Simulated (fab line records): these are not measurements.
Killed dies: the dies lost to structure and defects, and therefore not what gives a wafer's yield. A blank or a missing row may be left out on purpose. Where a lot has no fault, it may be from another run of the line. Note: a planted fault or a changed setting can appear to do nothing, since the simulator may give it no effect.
Which tool did it? -- flow sky130 -- 31 wafers from 11 lots sampled at 2 of the route's 708 steps

WHAT EACH GAUGE READ, for each wafer
SKY_VT_ADJUST_NCORE_TW_MEAS_11.
lot,measured,on,VT_ADJUST_NCORE_TW
L224,day 8 21:59,film metro-02,220.7 221.1 222.0
L229,day 10 05:48,film metro-04,219.9 220.5
L232,day 11 05:34,film metro-01,219.3 218.6
L236,day 12 07:58,film metro-01,218.4 216.7 219.2
L239,day 13 19:44,film metro-01,218.2 218.4 218.3
L240,day 13 22:15,film metro-04,220.3 219.6 220.5
L242,day 14 04:59,film metro-02,220.3 221.1 220.8
L243,day 14 10:31,film metro-01,218.7 219.0 217.9
L244,day 14 21:31,film metro-01,217.6 218.1 218.8
L245,day 15 02:18,film metro-02,221.8 222.8 220.9
L246,day 15 12:48,film metro-01,217.6 218.1 218.0

SKY_SONOS_ONO_CD_MEAS_13 targets a cd of 410 nm.
lot,measured,on,cd nm (nm)
L224,day 13 01:21,cd sem-02,410 410 413
L229,day 14 16:56,cd sem-01,410 410
L232,day 15 17:49,cd sem-02,414 417
L236,day 17 00:15,cd sem-02,406 404 404
L239,day 18 20:21,cd sem-01,411 411 410
L240,day 18 20:49,cd sem-01,410 407 408
L242,day 19 05:17,cd sem-02,404 405 406
L243,day 19 09:35,cd sem-02,413 413 413
L244,day 19 22:19,cd sem-02,408 407 407
L245,day 20 02:31,cd sem-02,407 407 409
L246,day 20 15:49,cd sem-01,410 409 409

TOOL THAT RAN EACH LOT (tool first, then ch and the chambers of the sampled wafers, then the start)
The record holds no process step before these readings.

WHAT THE TOOLS THEMSELVES READ (means of the sampled wafers that have a number; where no wafer has one, the mark that the record gives instead)
The record holds no such reading with a usual standard deviation.

THE ANSWER, worked out from the rows above alone
Rule: usual is defined by the lots themselves. Put in order of their means at a reading, lots are off if they are a third of the lots or fewer, leave a main group of 4 or more, and stand apart from it by a gap of 3 or more times the standard deviation of the main group's means; of several such gaps the widest counts. If all means in a main group match to the digits the tables above print for the reading, that group is not used. A lot without any number at a reading at which 4 lots or more have one is off too. The other lots that the step has rows for count as sound. The gauges are gone through in route order, then the tools' own readings, and for those a lot's mean is taken as printed above. At the first step where some lot is off, the reading lying furthest off is the one used; lots without a number count as furthest.
No lot is off on any of the readings shown, so nothing can be concluded from this.

WHAT WAS PUT IN BY THE SIMULATOR
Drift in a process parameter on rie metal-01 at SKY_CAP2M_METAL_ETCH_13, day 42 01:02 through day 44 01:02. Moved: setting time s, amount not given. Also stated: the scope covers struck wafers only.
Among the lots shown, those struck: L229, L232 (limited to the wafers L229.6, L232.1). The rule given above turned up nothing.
